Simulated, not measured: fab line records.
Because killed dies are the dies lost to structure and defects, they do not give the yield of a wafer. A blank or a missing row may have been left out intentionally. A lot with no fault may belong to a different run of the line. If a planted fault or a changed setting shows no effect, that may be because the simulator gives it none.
fab line records + flow gf180mcu
record
- lots=12
- wafers=36
- lastDay=34
route steps=602 shown STI@14 NWELL@50 SALICIDE@284 M3@411
lots untouched by any fault: they come from a run of this same line in which no faults occurred
startH: start of the lot's first displayed wafer, in hours after the record's first day + waitH: how many hours have passed since the lot's step before this one + " unchanged from the row above + L1.1+2: a row that stands for several wafers + - no value present, or no start provided + * or withheld: withheld + < > ~ a bound
route shown NAME@n: a module of which the file shows steps, and the number in the route of the first + usual: mean and standard deviation over wafers with no fault + same: alike in all rows + chamber/n: place in a boat + sites: readings site by site + _std_site: how widely they spread, as a standard deviation + _edge_site: the outer-site mean with the inner-site mean subtracted + radiusMm: how far each site lies from the wafer's centre + mask NAME#n: copy n + behind: tool/chamber where the wafer was last shaped + hold: reason for holding the lot/hours on hold/outcome of the hold + device: names the non-switching transistor (n, p or np) + end of line: the route-end tests of the same wafers + a step given without rows: its recipe and nothing more + killed: the dies lost at the first sort to structure and to defects; this is not the yield of the wafer + map: per-die view of a wafer (x killed, . not killed, _ where there is no die)
set.NAME: the setting that was run; set.NAME@STEP: the one run at that earlier step + model.NAME: the simulator's own value behind a step, which no gauge read
steps of the route over a sample of lots; a table a step, a row a wafer
services: a tool's chamber out of use, with start hour (startH, from the record's first day; less than 0 if before it), hours out, and reason
## steps
# step GF_STI_ETCH_13
# recipe
- chemistry=CHF3/O2
- stopOn=Si
- overEtchFrac=0.3
- targetDepthA=2823.1
- sourceW=600
- biasW=200
- pressureMtorr=40
- chf3FlowSccm=50
- O2_flow_sccm=5
- timeS=112.9
# usual
- drypumpMotorCurrentA=5.6/0.52
- oesProductAu=0.834/0.0064
- throttleValvePct=8.811/0.0093
| lot.wafer | tool       | chamber | startH | waitH | drypumpMotorCurrentA | oesProductAu | rfHoursCounterH | throttleValvePct |
|-----------|------------|---------|--------|-------|----------------------|--------------|-----------------|------------------|
| L625.1    | rieDiel-03 | 2       | 26.15  | 0.1   | 5.9                  | 0.827        | 1               | 8.810            |
| L625.2    | "          | 3       | "      | "     | 6.0                  | 0.832        | 14              | 8.807            |
| L625.3    | "          | 1       | "      | "     | 6.5                  | 0.826        | 87              | 8.798            |
| L627.1    | rieDiel-03 | 3       | 36.78  | 0.1   | 6.0                  | 0.836        | 14              | 8.806            |
| L627.2    | "          | 1       | "      | "     | 6.5                  | 0.836        | 87              | 8.818            |
| L627.4    | "          | 2       | "      | "     | 5.9                  | 0.832        | -               | 8.826            |
| L630.1    | rieDiel-01 | 0       | 50.67  | 0.1   | 6.1                  | 0.828        | 140             | 8.811            |
| L630.4    | "          | 2       | "      | "     | 5.5                  | 0.843        | 106             | 8.821            |
| L630.5    | "          | 3       | "      | "     | 5.7                  | 0.824        | -               | 8.786            |
| L631.3    | rieDiel-03 | 3       | 57.07  | 0.1   | 6.0                  | 0.842        | 14              | 8.801            |
| L631.4    | "          | 0       | "      | "     | 5.1                  | 0.840        | 55              | 8.799            |
| L631.6    | "          | 2       | "      | "     | 5.9                  | 0.836        | -               | 8.816            |
| L632.1    | rieDiel-03 | 0       | 61.55  | 0.1   | 5.1                  | 0.824        | 55              | 8.812            |
| L632.2    | "          | 2       | "      | "     | 5.9                  | 0.824        | 2               | 8.808            |
| L632.6    | "          | 2       | "      | "     | 5.9                  | 0.827        | -               | 8.813            |
| L634.1    | rieDiel-03 | 0       | 71.82  | 0.1   | 5.1                  | 0.829        | 55              | 8.806            |
| L634.3    | "          | 1       | "      | "     | 6.5                  | 0.827        | 89              | 8.783            |
| L634.5    | "          | 3       | "      | "     | 6.0                  | 0.836        | -               | 8.831            |
| L635.2    | rieDiel-02 | 3       | 76.80  | 0.1   | 5.1                  | 0.831        | 49              | 8.829            |
| L635.3    | "          | 2       | "      | "     | 5.3                  | 0.828        | 9               | 8.798            |
| L635.4    | "          | 1       | "      | "     | 4.9                  | 0.832        | 93              | 8.831            |
| L637.2    | rieDiel-02 | 0       | 86.93  | 0.1   | 4.7                  | 0.844        | 7               | 8.807            |
| L637.5    | "          | 1       | "      | "     | 4.9                  | 0.840        | -               | 8.813            |
| L637.6    | "          | 2       | "      | "     | 5.3                  | 0.829        | -               | 8.808            |
| L639.1    | rieDiel-02 | 0       | 97.55  | 0.1   | 4.7                  | 0.839        | 8               | 8.810            |
| L639.2    | "          | 1       | "      | "     | 4.9                  | 0.832        | 94              | 8.795            |
| L639.5    | "          | 1       | "      | "     | 5.0                  | 0.839        | -               | 8.808            |
| L640.2    | rieDiel-01 | 3       | 103.50 | 0.1   | 5.7                  | 0.825        | 17              | 8.822            |
| L640.3    | "          | 0       | "      | "     | 6.1                  | 0.829        | 142             | 8.802            |
| L640.5    | "          | 1       | "      | "     | 5.2                  | 0.824        | -               | 8.810            |
| L642.1    | rieDiel-01 | 1       | 113.22 | 0.1   | 5.2                  | 0.835        | 146             | 8.824            |
| L642.2    | "          | 3       | "      | "     | 5.7                  | 0.832        | 17              | 8.808            |
| L642.3    | "          | 2       | "      | "     | 5.5                  | 0.839        | 107             | 8.813            |
| L648.1    | rieDiel-01 | 0       | 144.13 | 0.1   | 6.1                  | 0.828        | 143             | 8.808            |
| L648.4    | "          | 2       | "      | "     | 5.5                  | 0.838        | 108             | 8.808            |
| L648.5    | "          | 3       | "      | "     | 5.7                  | 0.836        | -               | 8.813            |
# step GF_NWELL_IMPLANT_08
# recipe
- species=P
- energyKev=450
- doseCm2=1.5e+13
- tiltDeg=0
# usual
- beamOnS=10.00/0.2
- doseIonsCm2=1.4999e+13/1.7e+10
- faradayCurrentUA=84.6/1.7
| lot.wafer | tool         | chamber | startH | waitH | beamOnS | doseIonsCm2 | faradayCurrentUA |
|-----------|--------------|---------|--------|-------|---------|-------------|------------------|
| L625.1    | implanter-04 | 0       | 54.94  | 0.0   | 10.24   | 1.4995e+13  | 82.8             |
| L625.2    | "            | 0       | "      | "     | 9.90    | 1.4982e+13  | 85.3             |
| L625.3    | "            | 0       | "      | "     | 10.50   | 1.4984e+13  | 80.1             |
| L627.1    | implanter-02 | 0       | 67.07  | 0.0   | 9.77    | 1.5021e+13  | 86.4             |
| L627.2    | "            | 0       | "      | "     | 9.96    | 1.5013e+13  | 85.2             |
| L627.4    | "            | 0       | "      | "     | 10.23   | 1.501e+13   | 82.4             |
| L630.1    | implanter-02 | 0       | 82.19  | 0.0   | 9.96    | 1.5029e+13  | 84.8             |
| L630.4    | "            | 0       | "      | "     | 10.07   | 1.5025e+13  | 84.3             |
| L630.5    | "            | 0       | "      | "     | 9.96    | 1.501e+13   | 85.0             |
| L631.3    | implanter-02 | 0       | 88.47  | 0.1   | 10.08   | 1.5028e+13  | 84.0             |
| L631.4    | "            | 0       | "      | "     | 10.05   | 1.5023e+13  | 84.1             |
| L631.6    | "            | 0       | "      | "     | 9.72    | 1.4994e+13  | 86.9             |
| L632.1    | implanter-04 | 0       | 91.67  | 0.0   | 10.03   | 1.4995e+13  | 84.2             |
| L632.2    | "            | 0       | "      | "     | 9.89    | 1.4962e+13  | 85.6             |
| L632.6    | "            | 0       | "      | "     | 9.78    | 1.4981e+13  | 86.3             |
| L634.1    | implanter-01 | 0       | 105.04 | 0.0   | 10.19   | 1.5013e+13  | 83.0             |
| L634.3    | "            | 0       | "      | "     | 9.86    | 1.4991e+13  | 85.9             |
| L634.5    | "            | 0       | "      | "     | 10.04   | 1.4997e+13  | 84.0             |
| L635.2    | implanter-01 | 0       | 108.97 | 0.0   | 9.87    | 1.5008e+13  | 85.6             |
| L635.3    | "            | 0       | "      | "     | 10.15   | 1.5012e+13  | 83.2             |
| L635.4    | "            | 0       | "      | "     | 9.69    | 1.4991e+13  | 87.3             |
| L637.2    | implanter-01 | 0       | 120.17 | 0.0   | 10.45   | 1.5e+13     | 80.8             |
| L637.5    | "            | 0       | "      | "     | 10.12   | 1.5012e+13  | 83.5             |
| L637.6    | "            | 0       | "      | "     | 10.14   | 1.4975e+13  | 83.6             |
| L639.1    | implanter-01 | 0       | 130.89 | 0.0   | 44.99   | 9.9814e+13  | 125.1            |
| L639.2    | "            | 0       | "      | "     | 47.24   | 9.9818e+13  | 118.7            |
| L639.5    | "            | 0       | "      | "     | 47.72   | 9.9828e+13  | 117.8            |
| L640.2    | implanter-02 | 0       | 137.61 | 0.0   | 9.96    | 1.5002e+13  | 84.9             |
| L640.3    | "            | 0       | "      | "     | 10.08   | 1.4961e+13  | 83.7             |
| L640.5    | "            | 0       | "      | "     | 10.14   | 1.4986e+13  | 83.4             |
| L642.1    | implanter-01 | 0       | 147.89 | 0.0   | 46.63   | 9.9854e+13  | 120.5            |
| L642.2    | "            | 0       | "      | "     | 46.19   | 9.9832e+13  | 121.6            |
| L642.3    | "            | 0       | "      | "     | 45.75   | 9.9863e+13  | 123.1            |
| L648.1    | implanter-02 | 0       | 182.74 | 0.0   | 10.36   | 1.5036e+13  | 81.8             |
| L648.4    | "            | 0       | "      | "     | 9.86    | 1.5038e+13  | 85.5             |
| L648.5    | "            | 0       | "      | "     | 10.12   | 1.5016e+13  | 83.6             |
# step GF_NWELL_TW_MEAS_11
# usual
- NWELL_TW=1561/12
| lot.wafer | tool         | chamber | startH | waitH | NWELL_TW |
|-----------|--------------|---------|--------|-------|----------|
| L625.1    | filmMetro-04 | -       | 55.34  | 0.1   | 1571     |
| L625.2    | "            | -       | "      | "     | 1575     |
| L625.3    | "            | -       | "      | "     | 1563     |
| L627.1    | filmMetro-04 | -       | 67.47  | 0.1   | 1567     |
| L627.2    | "            | -       | "      | "     | 1571     |
| L627.4    | "            | -       | "      | "     | 1572     |
| L630.1    | filmMetro-02 | -       | 82.59  | 0.1   | 1557     |
| L630.4    | "            | -       | "      | "     | 1550     |
| L630.5    | "            | -       | "      | "     | 1551     |
| L631.3    | filmMetro-03 | -       | 88.84  | 0.1   | 1551     |
| L631.4    | "            | -       | "      | "     | 1554     |
| L631.6    | "            | -       | "      | "     | 1551     |
| L632.1    | filmMetro-04 | -       | 92.07  | 0.1   | 1574     |
| L632.2    | "            | -       | "      | "     | 1570     |
| L632.6    | "            | -       | "      | "     | 1569     |
| L634.1    | filmMetro-02 | -       | 105.44 | 0.1   | 1541     |
| L634.3    | "            | -       | "      | "     | 1548     |
| L634.5    | "            | -       | "      | "     | 1547     |
| L635.2    | filmMetro-02 | -       | 109.36 | 0.1   | 1555     |
| L635.3    | "            | -       | "      | "     | 1564     |
| L635.4    | "            | -       | "      | "     | 1562     |
| L637.2    | filmMetro-03 | -       | 120.56 | 0.1   | 1561     |
| L637.5    | "            | -       | "      | "     | 1558     |
| L637.6    | "            | -       | "      | "     | 1573     |
| L639.1    | filmMetro-03 | -       | 131.29 | 0.1   | 2757     |
| L639.2    | "            | -       | "      | "     | 2775     |
| L639.5    | "            | -       | "      | "     | 2769     |
| L640.2    | filmMetro-04 | -       | 138.00 | 0.1   | 1560     |
| L640.3    | "            | -       | "      | "     | 1555     |
| L640.5    | "            | -       | "      | "     | 1553     |
| L642.1    | filmMetro-02 | -       | 148.29 | 0.1   | 2727     |
| L642.2    | "            | -       | "      | "     | 2721     |
| L642.3    | "            | -       | "      | "     | 2715     |
| L648.1    | filmMetro-04 | -       | 183.14 | 0.1   | 1576     |
| L648.4    | "            | -       | "      | "     | 1576     |
| L648.5    | "            | -       | "      | "     | 1578     |
# step GF_VT_IMPLANT_RS_MEAS_47
# recipe
- thkMeasGauge=four-point-probe
# usual
- NWELL_RS=487.7/1.5
| lot.wafer | tool         | chamber | startH | waitH | NWELL_RS[ohm/sq] |
|-----------|--------------|---------|--------|-------|------------------|
| L625.1    | filmMetro-03 | -       | 154.48 | 0.1   | 487.8            |
| L625.2    | "            | -       | "      | "     | 487.9            |
| L625.3    | "            | -       | "      | "     | 490.2            |
| L627.1    | filmMetro-03 | -       | 168.83 | 0.1   | 486.1            |
| L627.2    | "            | -       | "      | "     | 483.4            |
| L627.4    | "            | -       | "      | "     | 484.9            |
| L630.1    | filmMetro-03 | -       | 187.28 | 0.1   | 488.7            |
| L630.4    | "            | -       | "      | "     | 488.7            |
| L630.5    | "            | -       | "      | "     | 488.0            |
| L631.3    | filmMetro-04 | -       | 194.97 | 0.1   | 489.6            |
| L631.4    | "            | -       | "      | "     | 489.0            |
| L631.6    | "            | -       | "      | "     | 489.4            |
| L632.1    | filmMetro-04 | -       | 199.63 | 0.1   | 489.4            |
| L632.2    | "            | -       | "      | "     | 487.9            |
| L632.6    | "            | -       | "      | "     | 487.6            |
| L634.1    | filmMetro-04 | -       | 214.13 | 0.1   | 486.3            |
| L634.3    | "            | -       | "      | "     | 488.9            |
| L634.5    | "            | -       | "      | "     | 488.5            |
| L635.2    | filmMetro-03 | -       | 219.84 | 0.1   | 488.1            |
| L635.3    | "            | -       | "      | "     | 489.6            |
| L635.4    | "            | -       | "      | "     | 489.2            |
| L637.2    | filmMetro-04 | -       | 233.69 | 0.1   | 489.6            |
| L637.5    | "            | -       | "      | "     | 490.4            |
| L637.6    | "            | -       | "      | "     | 489.0            |
| L639.1    | filmMetro-03 | -       | 244.89 | 0.1   | 207.4            |
| L639.2    | "            | -       | "      | "     | 207.4            |
| L639.5    | "            | -       | "      | "     | 207.6            |
| L640.2    | filmMetro-04 | -       | 255.12 | 0.1   | 487.4            |
| L640.3    | "            | -       | "      | "     | 487.6            |
| L640.5    | "            | -       | "      | "     | 487.6            |
| L642.1    | filmMetro-04 | -       | 268.87 | 0.1   | 207.8            |
| L642.2    | "            | -       | "      | "     | 207.8            |
| L642.3    | "            | -       | "      | "     | 207.7            |
| L648.1    | filmMetro-02 | -       | 313.70 | 0.1   | 484.5            |
| L648.4    | "            | -       | "      | "     | 484.7            |
| L648.5    | "            | -       | "      | "     | 485.9            |
# step GF_SALICIDE_RTA_06
# recipe
- tempC=530
- timeS=30
- ambient=N2
# usual
- lampPowerPct=5.59/0.14
- wafer_temp_C_max=533.1/1.4
| lot.wafer | tool         | chamber | startH | waitH | lampPowerPct | wafer_temp_C_max |
|-----------|--------------|---------|--------|-------|--------------|------------------|
| L625.1    | rtpAnneal-01 | 0       | 337.94 | 0.1   | 5.72         | 532.3            |
| L625.2    | "            | 0       | "      | "     | 5.71         | 532.4            |
| L625.3    | "            | 0       | "      | "     | 5.72         | 532.2            |
| L627.1    | rtpAnneal-02 | 0       | 354.69 | 0.1   | 5.44         | 534.8            |
| L627.2    | "            | 0       | "      | "     | 5.44         | 534.0            |
| L627.4    | "            | 0       | "      | "     | 5.44         | 535.0            |
| L630.1    | rtpAnneal-02 | 0       | 376.89 | 0.1   | 5.44         | 534.1            |
| L630.4    | "            | 0       | "      | "     | 5.45         | 535.1            |
| L630.5    | "            | 0       | "      | "     | 5.44         | 533.6            |
| L631.3    | rtpAnneal-02 | 0       | 388.28 | 0.1   | 5.44         | 533.8            |
| L631.4    | "            | 0       | "      | "     | 5.44         | 534.4            |
| L631.6    | "            | 0       | "      | "     | 5.44         | 533.8            |
| L632.1    | rtpAnneal-02 | 0       | 394.38 | 0.1   | 5.45         | 533.5            |
| L632.2    | "            | 0       | "      | "     | 5.44         | 536.4            |
| L632.6    | "            | 0       | "      | "     | 5.44         | 535.7            |
| L634.1    | rtpAnneal-02 | 0       | 413.13 | 0.1   | 5.44         | 534.5            |
| L634.3    | "            | 0       | "      | "     | 5.45         | 534.4            |
| L634.5    | "            | 0       | "      | "     | 5.43         | 535.7            |
| L635.2    | rtpAnneal-02 | 0       | 422.39 | 0.1   | 5.44         | 535.4            |
| L635.3    | "            | 0       | "      | "     | 5.44         | 534.5            |
| L635.4    | "            | 0       | "      | "     | 5.45         | 535.6            |
| L637.2    | rtpAnneal-01 | 0       | 433.30 | 0.1   | 5.72         | 532.1            |
| L637.5    | "            | 0       | "      | "     | 5.72         | 531.4            |
| L637.6    | "            | 0       | "      | "     | 5.72         | 531.1            |
| L639.1    | rtpAnneal-01 | 0       | 455.86 | 0.1   | 5.73         | 531.9            |
| L639.2    | "            | 0       | "      | "     | 5.72         | 532.1            |
| L639.5    | "            | 0       | "      | "     | 5.72         | 532.2            |
| L640.2    | rtpAnneal-02 | 0       | 465.27 | 0.1   | 5.43         | 535.1            |
| L640.3    | "            | 0       | "      | "     | 5.44         | 534.2            |
| L640.5    | "            | 0       | "      | "     | 5.44         | 533.8            |
| L642.1    | rtpAnneal-01 | 0       | 492.76 | 0.1   | 5.72         | 531.8            |
| L642.2    | "            | 0       | "      | "     | 5.72         | 531.5            |
| L642.3    | "            | 0       | "      | "     | 5.72         | 532.2            |
| L648.1    | rtpAnneal-01 | 0       | 534.79 | 0.1   | 5.72         | 531.6            |
| L648.4    | "            | 0       | "      | "     | 5.71         | 531.7            |
| L648.5    | "            | 0       | "      | "     | 5.72         | 531.7            |
# step GF_M3_SPUTTER_02
# recipe
- material=AlCu
- targetThkNm=450
- powerW=10600
- timeS=23.9
- chamberPressurePa=0.4
# usual
- throttleValvePct=30.1/1.1
| lot.wafer | tool          | chamber | startH | waitH | throttleValvePct |
|-----------|---------------|---------|--------|-------|------------------|
| L625.1    | pvdSputter-02 | -       | 460.42 | 0.0   | 31.4             |
| L625.2    | "             | -       | "      | "     | 30.6             |
| L625.3    | "             | -       | "      | "     | 30.7             |
| L627.1    | pvdSputter-02 | -       | 480.65 | 0.0   | 30.4             |
| L627.2    | "             | -       | "      | "     | 29.0             |
| L627.4    | "             | -       | "      | "     | 30.6             |
| L630.1    | pvdSputter-03 | -       | 503.82 | 0.0   | 32.1             |
| L630.4    | "             | -       | "      | "     | 30.6             |
| L630.5    | "             | -       | "      | "     | 28.8             |
| L631.3    | pvdSputter-03 | -       | 515.02 | 0.0   | 32.2             |
| L631.4    | "             | -       | "      | "     | 29.0             |
| L631.6    | "             | -       | "      | "     | 28.6             |
| L632.1    | pvdSputter-03 | -       | 522.01 | 0.0   | 28.8             |
| L632.2    | "             | -       | "      | "     | 30.6             |
| L632.6    | "             | -       | "      | "     | 32.1             |
| L634.1    | pvdSputter-04 | -       | 541.01 | 0.0   | 28.7             |
| L634.3    | "             | -       | "      | "     | 29.6             |
| L634.5    | "             | -       | "      | "     | 28.6             |
| L635.2    | pvdSputter-03 | -       | 549.46 | 0.0   | 32.0             |
| L635.3    | "             | -       | "      | "     | 28.6             |
| L635.4    | "             | -       | "      | "     | 30.3             |
| L637.2    | pvdSputter-03 | -       | 557.39 | 0.0   | 28.8             |
| L637.5    | "             | -       | "      | "     | 31.9             |
| L637.6    | "             | -       | "      | "     | 28.7             |
| L639.1    | pvdSputter-04 | -       | 580.04 | 0.0   | 30.6             |
| L639.2    | "             | -       | "      | "     | 29.6             |
| L639.5    | "             | -       | "      | "     | 28.7             |
| L640.2    | pvdSputter-04 | -       | 587.81 | 0.0   | 30.4             |
| L640.3    | "             | -       | "      | "     | 28.8             |
| L640.5    | "             | -       | "      | "     | 28.7             |
| L642.1    | pvdSputter-04 | -       | 611.62 | 0.0   | 30.5             |
| L642.2    | "             | -       | "      | "     | 30.3             |
| L642.3    | "             | -       | "      | "     | 28.7             |
| L648.1    | pvdSputter-04 | -       | 650.14 | 0.0   | 28.8             |
| L648.4    | "             | -       | "      | "     | 30.5             |
| L648.5    | "             | -       | "      | "     | 28.8             |
## services
| tool          | chamber | startH | hours | kind   |
|---------------|---------|--------|-------|--------|
| pvdSputter-03 | -       | 8.92   | 5.2   | repair |
| rieDiel-03    | 3       | 10.14  | 13.8  | repair |
| rieDiel-03    | 0       | 33.97  | 3.9   | repair |
| pvdSputter-03 | -       | 38.62  | 7.4   | repair |
| rieDiel-03    | 1       | 82.50  | 13.3  | repair |
| implanter-01  | -       | 83.73  | 6.4   | repair |
| rieDiel-03    | 0       | 112.82 | 5.8   | repair |
| rieDiel-03    | 2       | 126.02 | 9.0   | repair |
| rieDiel-03    | 2       | 162.11 | 1.2   | repair |
| implanter-01  | -       | 183.39 | 3.7   | pm     |
| rieDiel-03    | 2       | 186.69 | 4.7   | repair |
| pvdSputter-03 | -       | 194.41 | 5.8   | repair |
| rieDiel-03    | -       | 217.94 | 1.0   | repair |
| pvdSputter-03 | -       | 228.15 | 4.9   | repair |
| implanter-01  | -       | 231.63 | 1.9   | repair |
| pvdSputter-04 | -       | 233.67 | 7.7   | repair |
| rieDiel-03    | 2       | 238.24 | 4.0   | repair |
| rtpAnneal-01  | -       | 266.30 | 1.4   | pm     |
| rieDiel-03    | 3       | 272.07 | 5.9   | repair |
| rieDiel-03    | 3       | 283.06 | 2.4   | repair |
| implanter-01  | -       | 290.04 | 18.7  | repair |
| rieDiel-03    | -       | 291.72 | 3.0   | repair |
| implanter-01  | -       | 292.64 | 1.4   | repair |
| rtpAnneal-02  | -       | 446.46 | 5.2   | pm     |
## key
firstSign
- step=GF_NWELL_IMPLANT_08
- reading=doseIonsCm2
- direction=up
- sigmas=99+
- usual=1.4999e+13
- struck=9.9835e+13
effect
- step=GF_NWELL_IMPLANT_08
- reading=beamOnS
- direction=up
- sigmas=99+
- usual=10.00
- struck=46.42
effect
- step=GF_NWELL_TW_MEAS_11
- reading=NWELL_TW
- direction=up
- sigmas=99+
- usual=1561
- struck=2744
effect
- step=GF_VT_IMPLANT_RS_MEAS_47
- reading=NWELL_RS
- direction=down
- sigmas=99+
- usual=487.7
- struck=207.6
metAt GF_NWELL_IMPLANT_08
struckLots L639,L642
testerLeftOut L639,L642
notActingAt GF_STI_ETCH_13,GF_SALICIDE_RTA_06,GF_M3_SPUTTER_02
onsetBetween 120.17 130.89
fault
- kind=processParameterDrift
- tool=implanter-01
- chamber=-
- onsetH=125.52
- steps=GF_NWELL_IMPLANT_08
- channel=doseCm2
- offset=8.4837e+13
- shape=step
- endH=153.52
- actsIn=theseRecipesOnly
- stated=1.5e+13
# testerLeftOut: of these lots the tester's yield and bins aren't shown, on N5 and GAA mostly nor the transistor test; their killed dies are dies lost to structure and defects alone, not to doping, threshold or leakage, so they don't give the yield
